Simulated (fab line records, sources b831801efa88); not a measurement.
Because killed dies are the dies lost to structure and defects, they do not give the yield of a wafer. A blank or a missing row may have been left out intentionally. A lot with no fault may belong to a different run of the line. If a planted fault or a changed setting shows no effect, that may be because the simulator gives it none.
fab line records	flow sky130	part 1 of 2: steps 1 to 42 of 43
record: lots: 6	wafers: 18	lastDay: 50
route steps=708 shown METAL3@555 VIA3@573 PAD_OPEN@708
lots that met no fault: from a run of the same line without faults
startH: start of the lot's first displayed wafer, in hours after the record's first day	waitH: hours since the lot's step before	" identical to the entry in the row above	L1.1+2: one row covering several wafers at once	- either no value or no given start	* or withheld: withheld	< > ~ a bound
route shown NAME@n: names a module that has steps shown in the file, with the first one's number in the route	usual: mean and standard deviation over wafers with no fault	same: alike in all rows	chamber/n: place in a boat	sites: readings site by site	_std_site: how widely they spread, as a standard deviation	_edge_site: outer sites' mean less inner sites'	radiusMm: how far each site lies from the wafer's centre	mask NAME#n: copy n	behind: the most recent tool/chamber to have shaped the wafer	hold: the reason the lot was held/the length of the hold in hours/how it ended	device: which transistor (n, p or np) failed to switch	end of line: tests of these same wafers at the route's end	a step given without rows: its recipe and nothing more	killed: the dies lost at the first sort to structure and to defects; this is not the yield of the wafer	map: dies across one wafer; x = killed, . = not, _ = none there
set.NAME: the setting the step ran with; set.NAME@STEP: the setting that earlier step ran with	model.NAME: the simulator's own value behind a step, which no gauge read
lots seen at some steps along the route; tables by step, rows by wafer
services: the hour from which a tool's chamber was out of use, counted from the record's first day as startH (under 0 if before that day), plus the number of hours and why
== steps ==
step: SKY_METAL3_DEHYDRATE_05
recipe: tempC: 200	timeS: 60
step: SKY_METAL3_HMDS_06
recipe: primeTimeS: 60	primeTempC: 120
step: SKY_METAL3_COAT_07
recipe: resist: BARC	tempC: withheld	timeS: withheld	spinRpm: 3000	resistThkNm: 60
step: SKY_METAL3_COAT_08
recipe: resist: KrF-thick	spinRpm: 2972	resistThkNm: 1140
step: SKY_METAL3_SOFTBAKE_09
recipe: tempC: 100	timeS: 90	resist: KrF-thick
step: SKY_METAL3_EXPOSE_10
recipe: maskId: MM3	na: 0.68	sourceShape: annular	sigmaInner: 0.4	sigmaOuter: 0.8	targetCdNm: 300	doseMj: 28
step: SKY_METAL3_PEB_11
recipe: pebTempC: withheld	pebTimeS: withheld	resist: KrF-thick
step: SKY_METAL3_DEVELOP_12
recipe: developTimeS: 60	resist: KrF-thick	devTempC: 21
step: SKY_METAL3_CD_MEAS_13
recipe: targetCdNm: 300
usual: cdNm: 300.1/1.5
lot.wafer	tool	chamber	startH	waitH	cdNm
L940.4	cdSem-01	-	907.55	-	301.4
L940.5	"	-	"	"	301.1
L940.6	"	-	"	"	301.4
L941.3	cdSem-01	-	917.16	-	299.5
L941.4	"	-	"	"	301.6
L941.5	"	-	"	"	300.4
L946.3	cdSem-02	-	959.26	-	300.6
L946.5	"	-	"	"	301.9
L946.6	"	-	"	"	301.0
L949.2	cdSem-02	-	983.70	-	300.0
L949.4	"	-	"	"	301.1
L949.6	"	-	"	"	300.6
L956.1	cdSem-02	-	1027.74	-	302.4
L956.4	"	-	"	"	302.1
L956.5	"	-	"	"	302.4
L959.1	cdSem-01	-	1041.98	-	301.3
L959.2	"	-	"	"	300.2
L959.4	"	-	"	"	300.9
step: SKY_METAL3_OVL_MEAS_14
usual: METAL3_OVL: 2/4.8
lot.wafer	tool	chamber	startH	waitH	METAL3_OVL[nm]
L940.4	overlay-02	-	907.63	0.1	-3
L940.5	"	-	"	"	4
L940.6	"	-	"	"	5
L941.3	overlay-02	-	917.26	0.1	6
L941.4	"	-	"	"	-1
L941.5	"	-	"	"	-4
L946.3	overlay-01	-	959.36	0.1	6
L946.5	"	-	"	"	12
L946.6	"	-	"	"	10
L949.2	overlay-01	-	983.80	0.1	4
L949.4	"	-	"	"	7
L949.6	"	-	"	"	8
L956.1	overlay-01	-	1027.86	0.1	5
L956.4	"	-	"	"	9
L956.5	"	-	"	"	3
L959.1	overlay-01	-	1042.10	0.1	-3
L959.2	"	-	"	"	-2
L959.4	"	-	"	"	-5
step: SKY_METAL3_DESCUM_15
recipe: chemistry: O2	sourcePowerW: 150	biasPowerW: 0	pressureMtorr: 10	tempC: 40	timeS: 8
usual: drypumpMotorCurrentA: 5.6/0.54	oesProductAu: 0.993/0.011
same: timeS: 8
lot.wafer	tool	chamber	startH	waitH	drypumpMotorCurrentA	oesProductAu	rfHoursCounterH
L940.4	rieMetal-03	1	907.66	0.0	6.0	0.990	-
L940.5	"	0	"	"	5.6	1.010	-
L940.6	"	1	"	"	5.9	0.996	-
L941.3	rieMetal-01	0	917.29	0.0	6.4	0.998	-
L941.4	"	1	"	"	5.2	1.004	-
L941.5	"	1	"	"	5.2	0.999	-
L946.3	rieMetal-01	1	959.39	0.0	5.2	0.992	-
L946.5	"	1	"	"	5.2	0.994	-
L946.6	"	0	"	"	6.4	0.984	-
L949.2	rieMetal-01	1	983.83	0.0	5.2	0.994	1
L949.4	"	0	"	"	6.4	0.976	-
L949.6	"	1	"	"	5.2	0.991	-
L956.1	rieMetal-02	0	1027.90	0.0	4.8	1.004	3
L956.4	"	0	"	"	4.8	1.006	-
L956.5	"	1	"	"	5.7	0.971	-
L959.1	rieMetal-02	0	1042.13	0.0	4.8	0.989	5
L959.2	"	1	"	"	5.7	0.973	15
L959.4	"	1	"	"	5.7	0.970	-
step: SKY_METAL3_ETCH_16
recipe: chemistry: N2/H2	target: BARC	ionEnergyEv: 200	biasW: 100	pressureMtorr: 30	n2FlowSccm: 100	h2FlowSccm: 200	icpW: 500	stopOn: SiO2	timeS: 88.2	targetDepthA: 600
step: SKY_METAL3_ETCH_17
recipe: target: SiO2	stopOn: TiN	chemistry: C4F8/O2/Ar	sourceW: 1500	biasW: 1200	pressureMtorr: 40	c4f8FlowSccm: withheld	O2_flow_sccm: 6	Ar_flow_sccm: 300	timeS: 3.9	targetDepthA: 150
usual: oesProductAu: 0.754/0.0069
same: timeS: 3.9
lot.wafer	tool	chamber	startH	waitH	oesProductAu	rfHoursCounterH
L940.4	rieDiel-02	1	907.78	0.0	0.764	14
L940.5	"	3	"	"	0.755	-
L940.6	"	2	"	"	0.759	-
L941.3	rieDiel-01	1	917.41	0.0	0.755	12
L941.4	"	0	"	"	0.757	11
L941.5	"	2	"	"	0.762	-
L946.3	rieDiel-01	0	959.51	0.0	0.747	12
L946.5	"	1	"	"	0.756	-
L946.6	"	0	"	"	0.755	-
L949.2	rieDiel-01	3	983.96	0.1	0.752	14
L949.4	"	1	"	"	0.762	15
L949.6	"	2	"	"	0.754	-
L956.1	rieDiel-02	2	1028.07	0.1	0.746	16
L956.4	"	0	"	"	0.750	14
L956.5	"	1	"	"	0.761	-
L959.1	rieDiel-04	3	1042.26	0.1	0.755	16
L959.2	"	1	"	"	0.737	18
L959.4	"	2	"	"	0.745	22
step: SKY_METAL3_METAL_ETCH_18
recipe: targetDepthA: 8450	stopOn: SiO2	overEtchFrac: 0.3	timeS: 183.1	chemistry: Cl2/BCl3	resistSidewallDeg: 88	pressureMtorr: 10	icpW: 900	biasW: 48.5	Cl2_flow_sccm: 60	bcl3FlowSccm: 30
step: SKY_METAL3_STRIP_19
recipe: chemistry: O2/N2	powerW: 1400	pressureMtorr: 1500	platenTempC: withheld	o2FlowSccm: 3000	n2FlowSccm: 300	overashFraction: 0.5
step: SKY_METAL3_STRIP_20
recipe: chemistry: postEtchResidueRemover	timeS: 1200	tempC: 72.5
step: SKY_METAL3_CLEAN_21
recipe: chemistry: IPA	timeS: 180	tempC: 25
step: SKY_METAL3_CLEAN_22
recipe: chemistry: O3/DIW	dry: n2Spin
step: SKY_VIA3_HDPCVD_00
recipe: material: SiO2	targetThkNm: 1635	sigmaOpenFrac: 0.3	timeS: 272.5	tempC: 400	sih4FlowSccm: 60	pressureMtorr: 6
step: SKY_VIA3_THK_MEAS_01
recipe: reads: SiO2_of_VIA3_HDPCVD_00
usual: VIA3_HDPCVD_THK: 1627/22
lot.wafer	tool	chamber	startH	waitH	VIA3_HDPCVD_THK[nm]
L940.4	filmMetro-03	-	908.76	0.0	1654
L940.5	"	-	"	"	1638
L940.6	"	-	"	"	1648
L941.3	filmMetro-03	-	918.39	0.1	1632
L941.4	"	-	"	"	1630
L941.5	"	-	"	"	1616
L946.3	filmMetro-02	-	960.49	0.1	1569
L946.5	"	-	"	"	1584
L946.6	"	-	"	"	1587
L949.2	filmMetro-02	-	984.93	0.1	1624
L949.4	"	-	"	"	1621
L949.6	"	-	"	"	1580
L956.1	filmMetro-03	-	1029.03	0.1	1617
L956.4	"	-	"	"	1618
L956.5	"	-	"	"	1655
L959.1	filmMetro-02	-	1043.26	0.1	1665
L959.2	"	-	"	"	1635
L959.4	"	-	"	"	1638
step: SKY_VIA3_CMP_02
recipe: material: SiO2	downForcePsi: 4	platenRpm: 60	padVelocityMS: 0.94248
step: SKY_VIA3_BOW_MEAS_03
recipe: mode: bow
usual: VIA3_BOW: 81/7.6
lot.wafer	tool	chamber	startH	waitH	VIA3_BOW[um]
L940.4	filmMetro-01	-	909.23	0.2	86
L940.5	"	-	"	"	69
L940.6	"	-	"	"	89
L941.3	filmMetro-01	-	918.77	0.1	75
L941.4	"	-	"	"	75
L941.5	"	-	"	"	82
L946.3	filmMetro-02	-	960.87	0.3	82
L946.5	"	-	"	"	73
L946.6	"	-	"	"	89
L949.2	filmMetro-02	-	985.31	0.2	83
L949.4	"	-	"	"	79
L949.6	"	-	"	"	82
L956.1	filmMetro-01	-	1029.39	0.2	70
L956.4	"	-	"	"	75
L956.5	"	-	"	"	78
L959.1	filmMetro-01	-	1043.62	0.2	81
L959.2	"	-	"	"	78
L959.4	"	-	"	"	76
step: SKY_VIA3_DEHYDRATE_04
recipe: tempC: 200	timeS: 60
step: SKY_VIA3_HMDS_05
recipe: primeTimeS: 60	primeTempC: 120
step: SKY_VIA3_COAT_06
recipe: resist: BARC	tempC: withheld	timeS: withheld	spinRpm: 3000	resistThkNm: 60
step: SKY_VIA3_COAT_07
recipe: resist: KrF-thick	spinRpm: 3000	resistThkNm: 450
step: SKY_VIA3_SOFTBAKE_08
recipe: tempC: 100	timeS: 90	resist: KrF-thick
step: SKY_VIA3_EXPOSE_09
recipe: maskId: VIM3	na: 0.8	sourceShape: annular	sigmaInner: 0.55	sigmaOuter: 0.85	targetCdNm: 200	doseMj: 38
step: SKY_VIA3_PEB_10
recipe: pebTempC: withheld	pebTimeS: withheld	resist: KrF-thick
step: SKY_VIA3_DEVELOP_11
recipe: developTimeS: 60	resist: KrF-thick	devTempC: 21
step: SKY_VIA3_CD_MEAS_12
recipe: targetCdNm: 200
usual: cdNm: 199.8/1.3
lot.wafer	tool	chamber	startH	waitH	cdNm
L940.4	cdSem-01	-	934.10	-	200.9
L940.5	"	-	"	"	200.9
L940.6	"	-	"	"	202.0
L941.3	cdSem-02	-	943.33	-	201.2
L941.4	"	-	"	"	201.3
L941.5	"	-	"	"	201.8
L946.3	cdSem-01	-	990.46	-	196.8
L946.5	"	-	"	"	197.7
L946.6	"	-	"	"	198.1
L949.2	cdSem-01	-	1007.74	-	200.5
L949.4	"	-	"	"	200.8
L949.6	"	-	"	"	199.5
L956.1	cdSem-02	-	1051.59	-	199.8
L956.4	"	-	"	"	201.2
L956.5	"	-	"	"	201.2
L959.1	cdSem-02	-	1065.44	-	200.9
L959.2	"	-	"	"	200.9
L959.4	"	-	"	"	200.6
step: SKY_VIA3_OVL_MEAS_13
usual: VIA3_OVL: -1/7.9
lot.wafer	tool	chamber	startH	waitH	VIA3_OVL[nm]
L940.4	overlay-01	-	934.18	0.1	-7
L940.5	"	-	"	"	2
L940.6	"	-	"	"	-8
L941.3	overlay-02	-	943.42	0.1	-3
L941.4	"	-	"	"	-22
L941.5	"	-	"	"	-9
L946.3	overlay-02	-	990.56	0.1	-12
L946.5	"	-	"	"	-8
L946.6	"	-	"	"	-1
L949.2	overlay-02	-	1007.85	0.1	12
L949.4	"	-	"	"	17
L949.6	"	-	"	"	15
L956.1	overlay-02	-	1051.71	0.1	1
L956.4	"	-	"	"	-10
L956.5	"	-	"	"	4
L959.1	overlay-01	-	1065.56	0.1	7
L959.2	"	-	"	"	-2
L959.4	"	-	"	"	5
step: SKY_VIA3_ETCH_14
recipe: chemistry: N2/H2	target: BARC	ionEnergyEv: 200	sourceW: 500	biasW: 100	pressureMtorr: 30	n2FlowSccm: 100	h2FlowSccm: 200	stopOn: SiO2	timeS: 47.72	targetDepthA: 600
usual: drypumpMotorCurrentA: 5.6/0.42	oesProductAu: 0.848/0.0049	throttleValvePct: 13.222/0.0098
same: timeS: 47.72
lot.wafer	tool	chamber	startH	waitH	drypumpMotorCurrentA	oesProductAu	rfHoursCounterH	throttleValvePct
L940.4	rieDiel-03	3	934.20	0.0	5.4	0.845	16	13.203
L940.5	"	1	"	"	5.4	0.846	-	13.218
L940.6	"	0	"	"	5.9	0.849	-	13.225
L941.3	rieDiel-03	1	943.44	0.0	5.4	0.847	13	13.219
L941.4	"	0	"	"	5.9	0.849	3	13.215
L941.5	"	2	"	"	5.1	0.843	-	13.220
L946.3	rieDiel-04	0	990.58	0.0	5.0	0.857	22	13.232
L946.5	"	3	"	"	5.0	0.844	-	13.216
L946.6	"	0	"	"	5.0	0.844	-	13.225
L949.2	rieDiel-02	1	1007.88	0.0	5.4	0.847	18	13.205
L949.4	"	2	"	"	6.3	0.841	15	13.243
L949.6	"	3	"	"	6.1	0.843	-	13.219
L956.1	rieDiel-03	2	1051.75	0.0	5.1	0.858	1	13.231
L956.4	"	0	"	"	5.9	0.849	-	13.212
L956.5	"	2	"	"	5.1	0.856	-	13.224
L959.1	rieDiel-03	0	1065.60	0.0	5.9	0.848	6	13.225
L959.2	"	2	"	"	5.1	0.841	2	13.204
L959.4	"	2	"	"	5.1	0.842	-	13.232
step: SKY_VIA3_ETCH_15
recipe: target: SiO2	chemistry: C4F8/O2/Ar	targetDepthNm: 507	stopOn: TiN	maskMaterial: KrF-thick	sourceW: 1500	biasW: 1200	pressureMtorr: 40	c4f8FlowSccm: withheld	O2_flow_sccm: 6	Ar_flow_sccm: 300	timeS: 78
usual: oesProductAu: 0.946/0.0043
same: timeS: 78
lot.wafer	tool	chamber	startH	waitH	oesProductAu	rfHoursCounterH
L940.4	rieDiel-03	3	934.24	0.0	0.945	16
L940.5	"	1	"	"	0.947	-
L940.6	"	0	"	"	0.948	-
L941.3	rieDiel-03	1	943.49	0.0	0.946	13
L941.4	"	0	"	"	0.949	3
L941.5	"	2	"	"	0.950	-
L946.3	rieDiel-04	0	990.62	0.0	0.944	22
L946.5	"	3	"	"	0.948	-
L946.6	"	0	"	"	0.946	-
L949.2	rieDiel-02	1	1007.92	0.0	0.947	18
L949.4	"	2	"	"	0.949	15
L949.6	"	3	"	"	0.947	-
L956.1	rieDiel-03	2	1051.79	0.0	0.942	1
L956.4	"	0	"	"	0.945	-
L956.5	"	2	"	"	0.945	-
L959.1	rieDiel-03	0	1065.64	0.0	0.949	6
L959.2	"	2	"	"	0.952	2
L959.4	"	2	"	"	0.948	-
step: SKY_VIA3_STRIP_16
recipe: chemistry: O2/N2	powerW: 1400	pressureMtorr: 1500	platenTempC: withheld	o2FlowSccm: 3000	n2FlowSccm: 300	overashFraction: 0.5
usual: drypumpMotorCurrentA: 5.6/0.44	oesProductAu: 0.401/0.0043	stripTimeToEndpointS: 4.103/0.025
lot.wafer	tool	chamber	startH	waitH	drypumpMotorCurrentA	oesProductAu	rfHoursCounterH	stripTimeToEndpointS
L940.4	plasmaAsher-01	0	934.33	0.1	5.4	0.399	-	4.052
L940.5	"	0	"	"	5.4	0.409	-	4.093
L940.6	"	1	"	"	6.2	0.396	-	4.096
L941.3	plasmaAsher-01	1	943.58	0.1	6.2	0.396	-	4.096
L941.4	"	0	"	"	5.4	0.399	-	4.103
L941.5	"	1	"	"	6.2	0.404	-	4.094
L946.3	plasmaAsher-04	1	990.72	0.1	5.5	0.400	-	4.097
L946.5	"	0	"	"	6.3	0.406	-	4.137
L946.6	"	1	"	"	5.5	0.407	-	4.100
L949.2	plasmaAsher-01	0	1007.98	0.0	5.4	0.398	88	4.094
L949.4	"	1	"	"	6.2	0.402	-	4.064
L949.6	"	0	"	"	5.4	0.403	-	4.093
L956.1	plasmaAsher-04	1	1051.85	0.0	5.6	0.399	31	4.121
L956.4	"	1	"	"	5.6	0.404	-	4.139
L956.5	"	0	"	"	6.2	0.401	-	4.106
L959.1	plasmaAsher-02	1	1065.70	0.0	5.2	0.402	0	4.115
L959.2	"	0	"	"	5.2	0.395	0	4.070
L959.4	"	1	"	"	5.2	0.403	-	4.078
step: SKY_VIA3_STRIP_17
recipe: chemistry: postEtchResidueRemover	timeS: 1200	tempC: 72.5
step: SKY_VIA3_CLEAN_18
recipe: chemistry: IPA	timeS: 180	tempC: 25
step: SKY_VIA3_CLEAN_19
recipe: chemistry: O3/DIW	dry: n2Spin
step: SKY_VIA3_SPUTTER_20
recipe: material: TiN	targetThkNm: 20	chamberPressurePa: 5	powerW: 4000	timeS: 80
usual: throttleValvePct: 30.6/1.1
same: timeS: 80
lot.wafer	tool	chamber	startH	waitH	throttleValvePct
L940.4	pvdSputter-01	-	934.89	0.0	29.1
L940.5	"	-	"	"	29.1
L940.6	"	-	"	"	32.0
L941.3	pvdSputter-02	-	944.14	0.0	29.8
L941.4	"	-	"	"	30.6
L941.5	"	-	"	"	30.5
L946.3	pvdSputter-01	-	991.27	0.0	31.9
L946.5	"	-	"	"	29.1
L946.6	"	-	"	"	31.9
L949.2	pvdSputter-03	-	1008.58	0.0	31.6
L949.4	"	-	"	"	29.5
L949.6	"	-	"	"	32.1
L956.1	pvdSputter-01	-	1052.58	0.0	30.3
L956.4	"	-	"	"	29.0
L956.5	"	-	"	"	28.9
L959.1	pvdSputter-01	-	1066.29	0.0	30.0
L959.2	"	-	"	"	29.0
L959.4	"	-	"	"	32.1
step: SKY_VIA3_CVD_21
recipe: material: W	targetThkNm: 390	timeS: 117.31	tempC: 400	pressureTorr: 40
step: SKY_VIA3_RS_MEAS_22
recipe: thkMeasGauge: four-point-probe	reads: W_of_VIA3_CVD_21+TiN_of_VIA3_SPUTTER_20
usual: VIA3_W_RS: 0.296/0.0036
lot.wafer	tool	chamber	startH	waitH	VIA3_W_RS[ohm/sq]
L940.4	filmMetro-03	-	935.14	0.1	0.293
L940.5	"	-	"	"	0.293
L940.6	"	-	"	"	0.291
L941.3	filmMetro-02	-	944.36	0.1	0.300
L941.4	"	-	"	"	0.296
L941.5	"	-	"	"	0.297
L946.3	filmMetro-03	-	991.50	0.1	0.292
L946.5	"	-	"	"	0.296
L946.6	"	-	"	"	0.293
L949.2	filmMetro-01	-	1008.79	0.1	0.301
L949.4	"	-	"	"	0.302
L949.6	"	-	"	"	0.303
L956.1	filmMetro-01	-	1052.77	0.1	0.296
L956.4	"	-	"	"	0.294
L956.5	"	-	"	"	0.295
L959.1	filmMetro-02	-	1066.47	0.1	0.296
L959.2	"	-	"	"	0.293
L959.4	"	-	"	"	0.292
step: SKY_VIA3_THK_MEAS_23
recipe: thkMeasGauge: xrf	reads: W_of_VIA3_CVD_21
usual: VIA3_W_THK: 395/7.3
lot.wafer	tool	chamber	startH	waitH	VIA3_W_THK[nm]
L940.4	filmMetro-03	-	935.23	0.1	397
L940.5	"	-	"	"	396
L940.6	"	-	"	"	399
L941.3	filmMetro-02	-	944.46	0.1	394
L941.4	"	-	"	"	402
L941.5	"	-	"	"	398
L946.3	filmMetro-03	-	991.60	0.1	402
L946.5	"	-	"	"	395
L946.6	"	-	"	"	402
L949.2	filmMetro-01	-	1008.90	0.1	385
L949.4	"	-	"	"	384
L949.6	"	-	"	"	382
L956.1	filmMetro-01	-	1052.89	0.1	393
L956.4	"	-	"	"	395
L956.5	"	-	"	"	396
L959.1	filmMetro-02	-	1066.59	0.1	409
L959.2	"	-	"	"	409
L959.4	"	-	"	"	411
